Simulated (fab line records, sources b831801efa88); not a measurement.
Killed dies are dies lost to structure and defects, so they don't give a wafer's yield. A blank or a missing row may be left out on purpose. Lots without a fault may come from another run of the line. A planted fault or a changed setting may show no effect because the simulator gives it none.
fab line records | flow gf180mcu
record lots=5 wafers=15 last_day=35
route steps=602 shown SAB@272 SALICIDE@278 CONTACT@287
lots that met no fault: from a run of the same line without faults
start_h: hours from the record's first day to the start of the lot's first wafer shown | wait_h: hours since the lot's step before | " the same as in the row above | L1.1+2: a row that stands for several wafers | - no value, or no start given | * or withheld: withheld | < > ~ a bound
route shown NAME@n: a module of which the file shows steps, and the number in the route of the first | usual: mean/standard deviation of fault-free wafers | same: alike in all rows | chamber/n: place in a boat | sites: the reading at each site | _std_site: their standard deviation | _edge_site: outer sites' mean less inner sites' | radius_mm: how far each site lies from the wafer's centre | mask NAME#n: copy n | behind: the tool/chamber that last shaped the wafer | hold: why the lot was held/for how many hours/how that ended | device: the transistor (n, p or np) that didn't switch | end of line: the same wafers' tests at the end of the route | a step without rows: its recipe alone | killed: dies lost to structure and defects at the first sort, not the wafer's yield | map: a wafer's dies, x killed, . not, _ none there
set.NAME: the setting as run; set.NAME@STEP: as run at that earlier step | model.NAME: the simulator's own value behind a step, which no gauge read
lots at some steps of the route; a table a step, a row a wafer
services: from which hour (start_h, from the record's first day; less than 0 if before it) a tool's chamber was out of use, for how many hours, and why
## steps
# step GF_SAB_DEVELOP_08
# recipe develop_time_s=60 dev_temp_c=23
# columns lot.wafer tool chamber start_h wait_h
L074.4+5+6 litho_track-03 0 337.88 0.1
L075.1+2+4 litho_track-02 0 348.34 0.1
L078.2+5+6 litho_track-04 0 369.81 0.1
L087.1+5+6 litho_track-04 0 451.08 0.1
L091.2+3+5 litho_track-04 0 558.26 0.1
# step GF_SAB_CD_MEAS_09
# recipe target_cd_nm=420
# usual cd_nm=419.7/2.5
# columns lot.wafer tool chamber start_h wait_h cd_nm
L074.4 cd_sem-01 - 338.02 0.1 419.6
L074.5 " - " " 417.1
L074.6 " - " " 418.7
L075.1 cd_sem-01 - 348.49 0.1 418.4
L075.2 " - " " 417.8
L075.4 " - " " 420.7
L078.2 cd_sem-01 - 369.96 0.1 416.7
L078.5 " - " " 414.8
L078.6 " - " " 417.5
L087.1 cd_sem-02 - 451.23 0.1 421.0
L087.5 " - " " 423.1
L087.6 " - " " 424.5
L091.2 cd_sem-01 - 558.58 0.3 418.0
L091.3 " - " " 417.3
L091.5 " - " " 418.6
# step GF_SAB_OVL_MEAS_10
# usual SAB_OVL=-0.6/1.3
# columns lot.wafer tool chamber start_h wait_h SAB_OVL[nm]
L074.4 overlay-02 - 338.09 0.1 -0.8
L074.5 " - " " -0.5
L074.6 " - " " 1.5
L075.1 overlay-01 - 348.61 0.1 -1.9
L075.2 " - " " -0.7
L075.4 " - " " 0.6
L078.2 overlay-01 - 370.06 0.1 0.8
L078.5 " - " " 1.5
L078.6 " - " " 0.4
L087.1 overlay-01 - 451.35 0.1 -0.7
L087.5 " - " " -1.3
L087.6 " - " " -0.2
L091.2 overlay-02 - 558.69 0.1 -1.0
L091.3 " - " " -3.5
L091.5 " - " " -3.2
# step GF_SAB_ETCH_11
# recipe chemistry=C4F8/O2/Ar mask_material=NOVOLAK target=SiO2 target_depth_nm=55 source_w=1500 bias_w=1200 pressure_mtorr=40 c4f8_flow_sccm=withheld O2_flow_sccm=6 Ar_flow_sccm=300 time_s=8.5
# usual bias_w=1200/3.9 oes_product_au=0.993/0.01 rf_fwd_power_W=1470/6.8
# columns lot.wafer tool chamber start_h wait_h bias_w oes_product_au rf_fwd_power_W rf_hours_counter_h
L074.4 rie_diel-04 1 338.12 0.0 1197 0.975 1474 -
L074.5 " 0 " " 1200 0.997 1463 -
L074.6 " 3 " " 1206 0.972 1459 -
L075.1 rie_diel-03 2 348.65 0.0 1196 0.995 1465 34
L075.2 " 1 " " 1196 0.992 1467 2
L075.4 " 3 " " 1204 1.021 1457 9
L078.2 rie_diel-04 0 370.09 0.0 1197 1.013 1464 5
L078.5 " 2 " " 1200 1.008 1477 -
L078.6 " 0 " " 1199 1.010 1459 -
L087.1 rie_diel-03 3 451.39 0.0 1197 1.008 1459 11
L087.5 " 3 " " 1199 0.998 1465 -
L087.6 " 0 " " 1199 0.989 1484 -
L091.2 rie_diel-03 2 558.72 0.0 1203 0.990 1474 39
L091.3 " 0 " " 1206 0.984 1483 15
L091.5 " 1 " " 1196 0.965 1469 -
# step GF_SAB_WET_ETCH_12
# recipe chemistry=dHF target_depth_nm=22 dry=n2_spin target=SiO2 temp_c=25 dilution=100:1 time_s=440
# columns lot.wafer tool chamber start_h wait_h
L074.4+5+6 wet_bench-01 2 338.13 0.0
L075.1+2+4 wet_bench-04 1 348.67 0.0
L078.2+5+6 wet_bench-01 1 370.11 0.0
L087.1+5+6 wet_bench-02 3 451.41 0.0
L091.2+3+5 wet_bench-04 2 558.74 0.0
# step GF_SAB_STRIP_13
# recipe chemistry=O2/N2 power_w=1400 pressure_mtorr=1500 platen_temp_c=250 o2_flow_sccm=3000 n2_flow_sccm=300 overash_fraction=0.5
# usual drypump_motor_current_A=6.0/0.32 heater_power_w=375/55 oes_product_au=0.709/0.0043 strip_time_to_endpoint_s=12.59/0.036
# columns lot.wafer tool chamber start_h wait_h drypump_motor_current_A heater_power_w oes_product_au rf_hours_counter_h strip_time_to_endpoint_s
L074.4 plasma_asher-03 1 338.30 0.0 6.3 309 0.710 - 12.57
L074.5 " 0 " " 5.6 441 0.706 - 12.55
L074.6 " 1 " " 6.3 310 0.705 - 12.53
L075.1 plasma_asher-01 0 348.80 0.0 5.6 372 0.717 72 12.61
L075.2 " 1 " " 6.0 326 0.703 72 12.56
L075.4 " 0 " " 5.7 379 0.706 - 12.57
L078.2 plasma_asher-02 0 370.24 0.0 6.3 384 0.713 26 12.61
L078.5 " 1 " " 6.2 463 0.718 - 12.59
L078.6 " 0 " " 6.3 369 0.715 - 12.62
L087.1 plasma_asher-03 1 451.54 0.0 6.3 304 0.709 77 12.57
L087.5 " 0 " " 5.5 438 0.707 - 12.62
L087.6 " 1 " " 6.3 302 0.708 - 12.60
L091.2 plasma_asher-01 0 558.87 0.0 5.7 377 0.704 14 12.64
L091.3 " 1 " " 6.1 327 0.714 - 12.61
L091.5 " 1 " " 6.0 329 0.707 - 12.62
# step GF_SALICIDE_CLEAN_00
# recipe chemistry=SC1/SC2 mix=1:4:20 temp_c=70 time_s=150
# columns lot.wafer tool chamber start_h wait_h
L074.4+5+6 wet_bench-02 2 338.36 0.0
L075.1+2+4 wet_bench-03 1 348.90 0.1
L078.2+5+6 wet_bench-03 3 370.34 0.1
L087.1+5+6 wet_bench-03 1 451.64 0.1
L091.2+3+5 wet_bench-04 3 558.97 0.1
# step GF_SALICIDE_WET_ETCH_01
# recipe chemistry=dHF target_depth_nm=5 dry=ipa_marangoni target=SiO2 temp_c=25 dilution=100:1 time_s=100
# columns lot.wafer tool chamber start_h wait_h
L074.4+5+6 wet_bench-04 3 338.41 0.0
L075.1+2+4 wet_bench-02 0 348.96 0.0
L078.2+5+6 wet_bench-02 0 370.39 0.0
L087.1+5+6 wet_bench-04 1 451.69 0.0
L091.2+3+5 wet_bench-04 2 559.02 0.0
# step GF_SALICIDE_SPUTTER_02
# recipe material=Co target_thk_nm=10 power_w=1000 time_s=20 chamber_pressure_pa=0.4
# usual throttle_valve_pct=30.5/1.3
# columns lot.wafer tool chamber start_h wait_h throttle_valve_pct
L074.4 pvd_sputter-03 - 338.45 0.0 32.6
L074.5 " - " " 32.1
L074.6 " - " " 30.0
L075.1 pvd_sputter-01 - 348.99 0.0 30.8
L075.2 " - " " 27.9
L075.4 " - " " 31.9
L078.2 pvd_sputter-04 - 370.43 0.0 30.5
L078.5 " - " " 29.7
L078.6 " - " " 30.5
L087.1 pvd_sputter-03 - 451.73 0.0 30.8
L087.5 " - " " 30.2
L087.6 " - " " 31.6
L091.2 pvd_sputter-03 - 559.06 0.0 31.4
L091.3 " - " " 32.4
L091.5 " - " " 31.0
# step GF_SALICIDE_SPUTTER_03
# recipe material=TiN target_thk_nm=20 power_w=6500 time_s=16.7 chamber_pressure_pa=0.4071
# usual throttle_valve_pct=30.4/1.3
# columns lot.wafer tool chamber start_h wait_h throttle_valve_pct
L074.4 pvd_sputter-03 - 338.48 0.0 32.1
L074.5 " - " " 32.6
L074.6 " - " " 30.2
L075.1 pvd_sputter-01 - 349.02 0.0 30.6
L075.2 " - " " 27.8
L075.4 " - " " 32.1
L078.2 pvd_sputter-04 - 370.46 0.0 30.4
L078.5 " - " " 29.8
L078.6 " - " " 30.6
L087.1 pvd_sputter-03 - 451.76 0.0 31.4
L087.5 " - " " 29.8
L087.6 " - " " 31.3
L091.2 pvd_sputter-03 - 559.08 0.0 31.0
L091.3 " - " " 32.4
L091.5 " - " " 31.2
# step GF_SALICIDE_RS_MEAS_04
# recipe thk_meas_gauge=four-point-probe reads=TiN_of_SALICIDE_SPUTTER_03+Co_of_SALICIDE_SPUTTER_02
# usual SALICIDE_TIN_RS=16.3/0.36
# columns lot.wafer tool chamber start_h wait_h SALICIDE_TIN_RS[ohm/sq]
L074.4 film_metro-03 - 338.60 0.1 16.9
L074.5 " - " " 17.0
L074.6 " - " " 17.0
L075.1 film_metro-02 - 349.05 0.0 16.8
L075.2 " - " " 16.1
L075.4 " - " " 16.0
L078.2 film_metro-03 - 370.51 0.0 16.4
L078.5 " - " " 16.6
L078.6 " - " " 16.5
L087.1 film_metro-02 - 451.79 0.0 16.2
L087.5 " - " " 16.6
L087.6 " - " " 16.3
L091.2 film_metro-03 - 559.13 0.0 15.7
L091.3 " - " " 15.9
L091.5 " - " " 15.8
# step GF_SALICIDE_THK_MEAS_05
# recipe thk_meas_gauge=xrf reads=TiN_of_SALICIDE_SPUTTER_03
# usual SALICIDE_TIN_THK=19.72/0.24
# columns lot.wafer tool chamber start_h wait_h SALICIDE_TIN_THK[nm]
L074.4 film_metro-03 - 338.69 0.1 19.52
L074.5 " - " " 19.60
L074.6 " - " " 19.90
L075.1 film_metro-02 - 349.17 0.1 19.62
L075.2 " - " " 19.84
L075.4 " - " " 19.30
L078.2 film_metro-03 - 370.62 0.1 19.79
L078.5 " - " " 19.81
L078.6 " - " " 19.63
L087.1 film_metro-02 - 451.91 0.1 19.73
L087.5 " - " " 20.03
L087.6 " - " " 19.68
L091.2 film_metro-03 - 559.24 0.1 19.92
L091.3 " - " " 19.82
L091.5 " - " " 19.92
# step GF_SALICIDE_RTA_06
# recipe temp_c=530 time_s=30 ambient=N2
# usual chamber_o2_ppm=2.000/0.021 lamp_power_pct=5.947/0.023 wafer_temp_C_max=533.1/1.1
# columns lot.wafer tool chamber start_h wait_h chamber_o2_ppm lamp_power_pct wafer_temp_C_max
L074.4 rtp_anneal-01 0 338.77 0.1 2.018 5.979 531.8
L074.5 " 0 " " 2.036 5.962 532.3
L074.6 " 0 " " 2.015 5.971 532.2
L075.1 rtp_anneal-01 0 349.23 0.1 2.026 5.979 532.0
L075.2 " 0 " " 2.027 5.966 531.9
L075.4 " 0 " " 1.968 5.969 532.0
L078.2 rtp_anneal-02 0 370.70 0.1 2.020 5.919 535.1
L078.5 " 0 " " 2.005 5.928 533.7
L078.6 " 0 " " 1.976 5.927 533.6
L087.1 rtp_anneal-02 0 451.97 0.1 1.965 5.910 534.0
L087.5 " 0 " " 1.998 5.926 532.9
L087.6 " 0 " " 1.992 5.932 534.7
L091.2 rtp_anneal-01 0 559.31 0.1 2.023 5.966 532.5
L091.3 " 0 " " 2.011 5.966 532.5
L091.5 " 0 " " 2.001 5.976 531.9
# step GF_SALICIDE_WET_ETCH_07
# recipe chemistry=SPM target_depth_nm=120 dry=n2_spin
# columns lot.wafer tool chamber start_h wait_h
L074.4+5+6 wet_bench-02 2 338.82 0.0
L075.1+2+4 wet_bench-04 0 349.33 0.1
L078.2+5+6 wet_bench-04 2 370.87 0.1
L087.1+5+6 wet_bench-02 3 452.07 0.1
L091.2+3+5 wet_bench-04 1 559.39 0.1
# step GF_SALICIDE_RTA_08
# recipe temp_c=800 time_s=30 ambient=N2
# usual chamber_o2_ppm=1.998/0.023 lamp_power_pct=16.53/0.06 wafer_temp_C_max=804.4/1.7
# columns lot.wafer tool chamber start_h wait_h chamber_o2_ppm lamp_power_pct wafer_temp_C_max
L074.4 rtp_anneal-02 0 338.96 0.1 2.018 16.46 807.8
L074.5 " 0 " " 1.988 16.46 807.8
L074.6 " 0 " " 2.013 16.46 806.8
L075.1 rtp_anneal-02 0 349.42 0.0 1.994 16.46 807.1
L075.2 " 0 " " 1.990 16.49 807.1
L075.4 " 0 " " 1.962 16.44 806.0
L078.2 rtp_anneal-01 0 370.98 0.0 2.008 16.58 803.3
L078.5 " 0 " " 2.004 16.59 803.7
L078.6 " 0 " " 2.000 16.58 803.7
L087.1 rtp_anneal-01 0 452.16 0.0 1.964 16.60 803.4
L087.5 " 0 " " 2.022 16.60 802.6
L087.6 " 0 " " 2.018 16.55 802.8
L091.2 rtp_anneal-02 0 559.50 0.0 2.010 16.45 805.0
L091.3 " 0 " " 2.011 16.45 805.3
L091.5 " 0 " " 1.975 16.45 804.6
# step GF_CONTACT_CVD_00
# recipe material=SiO2 target_thk_nm=300 sigma_open_frac=0.3 temp_c=400 time_s=50 sih4_flow_sccm=60 pressure_mtorr=6
# usual susceptor_temp_C=399.98/0.22
# columns lot.wafer tool chamber start_h wait_h susceptor_temp_C
L074.4 hdpcvd-02 2 339.04 0.1 399.95
L074.5 " 0 " " 399.79
L074.6 " 1 " " 400.02
L075.1 hdpcvd-01 2 349.52 0.1 400.14
L075.2 " 0 " " 399.93
L075.4 " 1 " " 399.78
L078.2 hdpcvd-01 2 371.07 0.1 399.96
L078.5 " 2 " " 399.93
L078.6 " 1 " " 399.92
L087.1 hdpcvd-01 0 452.36 0.2 399.67
L087.5 " 1 " " 399.99
L087.6 " 0 " " 399.72
L091.2 hdpcvd-01 2 559.58 0.1 399.57
L091.3 " 1 " " 399.34
L091.5 " 2 " " 399.59
# step GF_CONTACT_THK_MEAS_01
# recipe reads=SiO2_of_CONTACT_CVD_00
# usual CONTACT_CVD_00_THK=299.1/2.9
# columns lot.wafer tool chamber start_h wait_h CONTACT_CVD_00_THK[nm]
L074.4 film_metro-01 - 339.09 0.0 298.0
L074.5 " - " " 304.2
L074.6 " - " " 297.3
L075.1 film_metro-04 - 349.56 0.0 298.3
L075.2 " - " " 299.5
L075.4 " - " " 295.8
L078.2 film_metro-04 - 371.12 0.0 297.5
L078.5 " - " " 293.4
L078.6 " - " " 298.1
L087.1 film_metro-03 - 452.40 0.0 297.5
L087.5 " - " " 302.7
L087.6 " - " " 298.4
L091.2 film_metro-03 - 559.63 0.0 296.8
L091.3 " - " " 301.7
L091.5 " - " " 298.2
# step GF_CONTACT_CVD_02
# recipe material=SiO2 target_thk_nm=860 precursor=TEOS temp_c=400 time_s=95.992 rf_w=600
# usual heater_power_w=696/95 rf_fwd_power_W=596.3/2.1 susceptor_temp_C=400.01/0.21
# columns lot.wafer tool chamber start_h wait_h heater_power_w rf_fwd_power_W susceptor_temp_C
L074.4 pecvd-03 0 339.15 0.1 697 598.9 400.02
L074.5 " 1 " " 615 597.6 399.89
L074.6 " 2 " " 709 597.0 399.92
L075.1 pecvd-01 2 349.62 0.1 828 599.7 399.95
L075.2 " 1 " " 625 596.0 399.86
L075.4 " 2 " " 870 597.8 400.04
L078.2 pecvd-04 0 371.17 0.0 754 596.6 399.96
L078.5 " 2 " " 739 594.6 399.76
L078.6 " 1 " " 749 594.1 399.72
L087.1 pecvd-01 0 452.46 0.1 821 600.5 399.82
L087.5 " 2 " " 866 594.7 399.75
L087.6 " 1 " " 633 597.7 400.10
L091.2 pecvd-04 0 559.68 0.0 880 592.2 400.03
L091.3 " 2 " " 773 592.6 400.36
L091.5 " 2 " " 629 594.2 400.26
# step GF_CONTACT_THK_MEAS_03
# recipe reads=SiO2_of_CONTACT_CVD_02
# usual CONTACT_CVD_02_THK=862/11
# columns lot.wafer tool chamber start_h wait_h CONTACT_CVD_02_THK[nm]
L074.4 film_metro-01 - 339.22 0.0 853
L074.5 " - " " 872
L074.6 " - " " 861
L075.1 film_metro-03 - 349.69 0.0 879
L075.2 " - " " 870
L075.4 " - " " 887
L078.2 film_metro-03 - 371.25 0.0 852
L078.5 " - " " 860
L078.6 " - " " 852
L087.1 film_metro-01 - 452.53 0.0 864
L087.5 " - " " 888
L087.6 " - " " 868
L091.2 film_metro-01 - 559.76 0.0 854
L091.3 " - " " 855
L091.5 " - " " 862
# step GF_CONTACT_CMP_04
# recipe material=SiO2 down_force_psi=4 platen_rpm=60 pad_velocity_m_s=0.94248
# usual motor_current_A=12.1/0.69 platen_rpm=60.00/0.046 slurry_filter_dp_kPa=13.50/0.14 time_to_endpoint_s=114/6.7
# columns lot.wafer tool chamber start_h wait_h motor_current_A platen_rpm slurry_filter_dp_kPa time_to_endpoint_s
L074.4 cmp-01 2 339.31 0.1 11.5 60.01 13.66 110
L074.5 " 2 " " 11.0 59.97 13.64 115
L074.6 " 3 " " 11.7 59.99 13.34 113
L075.4 cmp-02 3 349.75 0.0 11.8 60.00 13.73 126
L075.2 " 0 " " 12.0 60.04 13.51 118
L075.1 " 2 " " 13.2 59.96 13.59 123
L078.2 cmp-01 0 371.35 0.1 12.5 60.01 13.43 106
L078.5 " 3 " " 11.6 60.00 13.64 110
L078.6 " 0 " " 13.1 60.03 13.33 105
L087.1 cmp-02 1 452.69 0.1 12.0 59.92 13.59 123
L087.5 " 3 " " 12.6 60.06 13.76 134
L087.6 " 0 " " 12.0 59.94 13.55 122
L091.2 cmp-02 2 559.81 0.0 12.6 60.03 13.57 120
L091.3 " 0 " " 12.2 59.94 13.44 115
L091.5 " 3 " " 11.7 59.97 13.74 120
# step GF_CONTACT_BOW_MEAS_05
# recipe mode=bow
# usual CONTACT_BOW=66/6.6
# columns lot.wafer tool chamber start_h wait_h CONTACT_BOW[um]
L074.4 film_metro-01 - 339.67 0.3 85
L074.5 " - " " 82
L074.6 " - " " 86
L075.1 film_metro-03 - 350.05 0.1 63
L075.2 " - " " 66
L075.4 " - " " 65
L078.2 film_metro-04 - 371.62 0.2 70
L078.5 " - " " 59
L078.6 " - " " 60
L087.1 film_metro-03 - 452.89 0.1 62
L087.5 " - " " 58
L087.6 " - " " 59
L091.2 film_metro-01 - 560.13 0.3 67
L091.3 " - " " 61
L091.5 " - " " 62
# step GF_CONTACT_DEHYDRATE_06
# recipe temp_c=200 time_s=60
# usual heater_power_total_W=160.36/0.12
# columns lot.wafer tool chamber start_h wait_h heater_power_total_W
L074.4 litho_track-04 0 350.86 11.2 160.35
L074.5 " 0 " " 160.38
L074.6 " 0 " " 160.35
L075.1 litho_track-04 0 360.29 10.2 160.37
L075.2 " 0 " " 160.31
L075.4 " 0 " " 160.28
L078.2 litho_track-04 0 382.11 10.5 160.46
L078.5 " 0 " " 160.43
L078.6 " 0 " " 160.38
L087.1 litho_track-04 0 464.03 11.1 160.37
L087.5 " 0 " " 160.37
L087.6 " 0 " " 160.24
L091.2 litho_track-04 0 570.31 10.2 160.22
L091.3 " 0 " " 160.38
L091.5 " 0 " " 160.32
# step GF_CONTACT_HMDS_07
# recipe prime_time_s=60 prime_temp_c=120
# usual prime_temp_c=119.97/0.14
# columns lot.wafer tool chamber start_h wait_h prime_temp_c
L074.4 litho_track-04 0 351.01 0.1 119.84
L074.5 " 0 " " 119.93
L074.6 " 0 " " 120.03
L075.1 litho_track-04 0 360.44 0.1 119.94
L075.2 " 0 " " 119.90
L075.4 " 0 " " 119.94
L078.2 litho_track-04 0 382.26 0.1 119.88
L078.5 " 0 " " 119.88
L078.6 " 0 " " 120.08
L087.1 litho_track-04 0 464.18 0.1 119.82
L087.5 " 0 " " 119.95
L087.6 " 0 " " 119.80
L091.2 litho_track-04 0 570.46 0.1 120.01
L091.3 " 0 " " 119.88
L091.5 " 0 " " 119.98
# step GF_CONTACT_COAT_08
# recipe resist=BARC temp_c=withheld time_s=withheld spin_rpm=withheld resist_thk_nm=withheld
# columns lot.wafer tool chamber start_h wait_h
L074.4+5+6 litho_track-04 0 351.16 0.1
L075.1+2+4 litho_track-04 0 360.59 0.1
L078.2+5+6 litho_track-04 0 382.41 0.1
L087.1+5+6 litho_track-04 0 464.33 0.1
L091.2+3+5 litho_track-04 0 570.61 0.1
# step GF_CONTACT_COAT_09
# recipe resist=KrF spin_rpm=withheld resist_thk_nm=1000
# columns lot.wafer tool chamber start_h wait_h
L074.4+5+6 litho_track-04 0 - -
L075.1+2+4 litho_track-04 0 - -
L078.2+5+6 litho_track-04 0 - -
L087.1+5+6 litho_track-04 0 - -
L091.2+3+5 litho_track-04 0 - -
# step GF_CONTACT_SOFTBAKE_10
# recipe temp_c=130 time_s=60 resist=KrF
# usual heater_power_total_W=93.05/0.062
# columns lot.wafer tool chamber start_h wait_h heater_power_total_W
L074.4 litho_track-04 0 - - 93.07
L074.5 " 0 " " 93.10
L074.6 " 0 " " 93.05
L075.1 litho_track-04 0 - - 93.07
L075.2 " 0 " " 93.07
L075.4 " 0 " " 92.90
L078.2 litho_track-04 0 - - 92.95
L078.5 " 0 " " 93.09
L078.6 " 0 " " 93.14
L087.1 litho_track-04 0 - - 93.11
L087.5 " 0 " " 93.09
L087.6 " 0 " " 92.93
L091.2 litho_track-04 0 - - 93.06
L091.3 " 0 " " 93.06
L091.5 " 0 " " 92.98
# step GF_CONTACT_EXPOSE_11
# recipe mask_id=Contact target_cd_nm=220 na=0.68 source_shape=conventional sigma_outer=0.6 dose_mj=38
# usual focus_offset_nm=0.0/0.57
# columns lot.wafer tool chamber start_h wait_h mask focus_offset_nm
L074.4 krf_scanner-01 0 - - Contact#0 0.8
L074.5 " 0 " " Contact#0 -0.4
L074.6 " 0 " " Contact#0 -0.6
L075.1 krf_scanner-01 0 - - Contact#0 0.8
L075.2 " 0 " " Contact#0 0.6
L075.4 " 0 " " Contact#0 -0.1
L078.2 krf_scanner-02 0 - - Contact#0 1.2
L078.5 " 0 " " Contact#0 0.0
L078.6 " 0 " " Contact#0 0.4
L087.1 krf_scanner-01 0 - - Contact#0 0.5
L087.5 " 0 " " Contact#0 -0.3
L087.6 " 0 " " Contact#0 0.3
L091.2 krf_scanner-02 0 - - Contact#0 -0.7
L091.3 " 0 " " Contact#0 -0.5
L091.5 " 0 " " Contact#0 -0.5
# step GF_CONTACT_PEB_12
# recipe peb_temp_c=135 peb_time_s=90 resist=KrF
# usual heater_power_total_W=85.70/0.076
# same peb_time_s=90
# columns lot.wafer tool chamber start_h wait_h heater_power_total_W
L074.4 litho_track-03 0 - - 85.61
L074.5 " 0 " " 85.64
L074.6 " 0 " " 85.74
L075.1 litho_track-01 0 - - 85.73
L075.2 " 0 " " 85.71
L075.4 " 0 " " 85.65
L078.2 litho_track-04 0 - - 85.62
L078.5 " 0 " " 85.67
L078.6 " 0 " " 85.63
L087.1 litho_track-04 0 - - 85.70
L087.5 " 0 " " 85.80
L087.6 " 0 " " 85.71
L091.2 litho_track-04 0 - - 85.80
L091.3 " 0 " " 85.69
L091.5 " 0 " " 85.56
# step GF_CONTACT_DEVELOP_13
# recipe develop_time_s=60 resist=KrF dev_temp_c=21
# columns lot.wafer tool chamber start_h wait_h
L074.4+5+6 litho_track-03 0 362.13 0.1
L075.1+2+4 litho_track-01 0 372.27 0.2
L078.2+5+6 litho_track-04 0 393.91 0.2
L087.1+5+6 litho_track-04 0 476.53 0.2
L091.2+3+5 litho_track-04 0 581.36 0.2
# step GF_CONTACT_CD_MEAS_14
# recipe target_cd_nm=220
# usual cd_nm=220.0/1.2
# columns lot.wafer tool chamber start_h wait_h cd_nm
L074.4 cd_sem-01 - 362.26 0.1 220.4
L074.5 " - " " 220.1
L074.6 " - " " 221.0
L075.1 cd_sem-02 - 372.42 0.1 221.2
L075.2 " - " " 220.1
L075.4 " - " " 218.6
L078.2 cd_sem-01 - 394.06 0.1 219.3
L078.5 " - " " 219.5
L078.6 " - " " 220.7
L087.1 cd_sem-01 - 476.68 0.1 218.8
L087.5 " - " " 218.8
L087.6 " - " " 219.6
L091.2 cd_sem-01 - 581.51 0.1 217.7
L091.3 " - " " 218.5
L091.5 " - " " 218.9
# step GF_CONTACT_OVL_MEAS_15
# usual CONTACT_OVL=3/5.6
# columns lot.wafer tool chamber start_h wait_h CONTACT_OVL[nm]
L074.4 overlay-01 - 362.34 0.1 -1
L074.5 " - " " 0
L074.6 " - " " -13
L075.1 overlay-01 - 372.54 0.1 10
L075.2 " - " " 6
L075.4 " - " " 3
L078.2 overlay-01 - 394.16 0.1 5
L078.5 " - " " 9
L078.6 " - " " 0
L087.1 overlay-02 - 476.80 0.1 -1
L087.5 " - " " 11
L087.6 " - " " 5
L091.2 overlay-01 - 581.62 0.1 12
L091.3 " - " " 14
L091.5 " - " " 8
# step GF_CONTACT_ETCH_16
# recipe chemistry=N2/H2 target_depth_a=withheld overetch_a=withheld time_s=withheld target=BARC ion_energy_ev=200 source_w=507.2 bias_w=100 pressure_mtorr=30 n2_flow_sccm=100 h2_flow_sccm=200
# usual bias_w=100.0/0.3 drypump_motor_current_A=5.7/0.44 oes_product_au=0.853/0.0052 rf_fwd_power_W=502.0/1.8 throttle_valve_pct=13.223/0.0096
# columns lot.wafer tool chamber start_h wait_h bias_w drypump_motor_current_A oes_product_au rf_fwd_power_W throttle_valve_pct
L074.4 rie_diel-03 3 362.36 0.0 100.5 6.2 0.847 498.5 13.216
L074.5 " 0 " " 100.4 5.7 0.855 501.5 13.200
L074.6 " 3 " " 100.1 6.2 0.846 498.9 13.232
L075.1 rie_diel-01 0 372.58 0.0 99.8 5.1 0.857 500.9 13.225
L075.2 " 3 " " 100.1 5.3 0.853 504.5 13.211
L075.4 " 0 " " 100.3 5.1 0.852 500.1 13.220
L078.2 rie_diel-02 1 394.19 0.0 99.7 6.0 0.850 504.7 13.223
L078.5 " 1 " " 100.0 5.9 0.851 503.9 13.232
L078.6 " 0 " " 100.3 5.1 0.862 502.8 13.205
L087.1 rie_diel-01 0 476.84 0.0 100.4 5.1 0.856 500.5 13.202
L087.5 " 2 " " 100.1 4.9 0.853 499.9 13.203
L087.6 " 1 " " 100.3 6.2 0.862 500.6 13.214
L091.2 rie_diel-02 0 581.65 0.0 99.9 5.1 0.856 503.7 13.223
L091.3 " 3 " " 99.5 5.7 0.846 499.8 13.233
L091.5 " 2 " " 99.9 6.2 0.841 503.1 13.228
# step GF_CONTACT_ETCH_17
# recipe chemistry=C4F8/O2/Ar mask_material=KrF target=SiO2 stop_on=CoSi2 source_w=1500 bias_w=1200 pressure_mtorr=40 c4f8_flow_sccm=withheld O2_flow_sccm=6 Ar_flow_sccm=300 time_s=withheld target_depth_a=8600
# usual bias_w=1200/3.5 oes_product_au=0.814/0.0051 rf_fwd_power_W=1495/5
# columns lot.wafer tool chamber start_h wait_h bias_w oes_product_au rf_fwd_power_W
L074.4 rie_diel-03 3 - - 1198 0.818 1504
L074.5 " 0 " " 1195 0.812 1502
L074.6 " 3 " " 1203 0.817 1494
L075.1 rie_diel-01 0 - - 1196 0.820 1495
L075.2 " 3 " " 1204 0.804 1492
L075.4 " 0 " " 1201 0.812 1495
L078.2 rie_diel-02 1 - - 1195 0.803 1490
L078.5 " 1 " " 1196 0.812 1495
L078.6 " 0 " " 1199 0.820 1496
L087.1 rie_diel-01 0 - - 1196 0.817 1490
L087.5 " 2 " " 1207 0.821 1491
L087.6 " 1 " " 1199 0.815 1487
L091.2 rie_diel-02 0 - - 1197 0.819 1501
L091.3 " 3 " " 1205 0.817 1493
L091.5 " 2 " " 1194 0.817 1492
# step GF_CONTACT_STRIP_18
# recipe chemistry=O2/N2 power_w=1400 pressure_mtorr=1500 platen_temp_c=250 o2_flow_sccm=3000 n2_flow_sccm=300 overash_fraction=0.5
# usual drypump_motor_current_A=5.8/0.53 heater_power_w=357/53 oes_product_au=0.580/0.0046
# columns lot.wafer tool chamber start_h wait_h drypump_motor_current_A heater_power_w oes_product_au rf_hours_counter_h
L074.4 plasma_asher-04 1 362.56 - 4.7 329 0.578 -
L074.5 " 1 " " 4.7 349 0.584 -
L074.6 " 0 " " 6.2 323 0.572 -
L075.1 plasma_asher-01 1 372.74 - 6.1 328 0.573 75
L075.2 " 0 " " 5.6 377 0.583 75
L075.4 " 0 " " 5.6 382 0.579 -
L078.2 plasma_asher-01 1 394.35 - 6.1 328 0.583 77
L078.5 " 0 " " 5.7 373 0.574 -
L078.6 " 1 " " 6.0 319 0.581 -
L087.1 plasma_asher-03 1 477.00 - 6.3 309 0.574 80
L087.5 " 0 " " 5.5 437 0.577 -
L087.6 " 1 " " 6.3 310 0.579 -
L091.2 plasma_asher-03 1 581.81 - 6.3 304 0.574 91
L091.3 " 0 " " 5.6 431 0.572 -
L091.5 " 1 " " 6.3 305 0.582 -
# step GF_CONTACT_CLEAN_19
# recipe chemistry=SPM
# columns lot.wafer tool chamber start_h wait_h
L074.4+5+6 wet_bench-04 2 362.62 0.0
L075.1+2+4 wet_bench-04 2 372.84 0.1
L078.2+5+6 wet_bench-01 3 394.45 0.1
L087.1+5+6 wet_bench-04 3 477.10 0.1
L091.2+3+5 wet_bench-04 1 581.91 0.1
## services
# columns tool chamber start_h hours kind
rie_diel-01 0 328.53 7.4 repair
hdpcvd-01 0 334.94 3.6 repair
rie_diel-02 1 336.18 4.2 repair
rie_diel-01 0 338.39 7.7 repair
plasma_asher-01 - 338.93 2.7 repair
rie_diel-03 0 350.52 4.0 repair
plasma_asher-03 - 362.87 14.6 pm
rie_diel-01 1 372.78 8.2 repair
rie_diel-03 - 377.19 1.9 repair
rie_diel-01 2 380.63 9.6 repair
rie_diel-03 2 385.20 3.0 repair
wet_bench-02 - 385.43 6.1 repair
rie_diel-01 3 391.76 3.8 repair
rie_diel-01 - 394.62 2.8 repair
pvd_sputter-03 - 395.25 0.5 repair
rie_diel-01 3 407.67 9.0 repair
rie_diel-03 1 408.06 7.8 repair
rie_diel-02 2 414.29 1.6 repair
rie_diel-02 2 420.49 9.7 repair
rie_diel-03 - 431.52 1.6 repair
rie_diel-03 3 452.66 10.5 repair
rie_diel-03 3 480.13 5.1 repair
rie_diel-03 - 519.91 2.8 pm
wet_bench-04 - 527.32 7.9 repair
## key
fault none
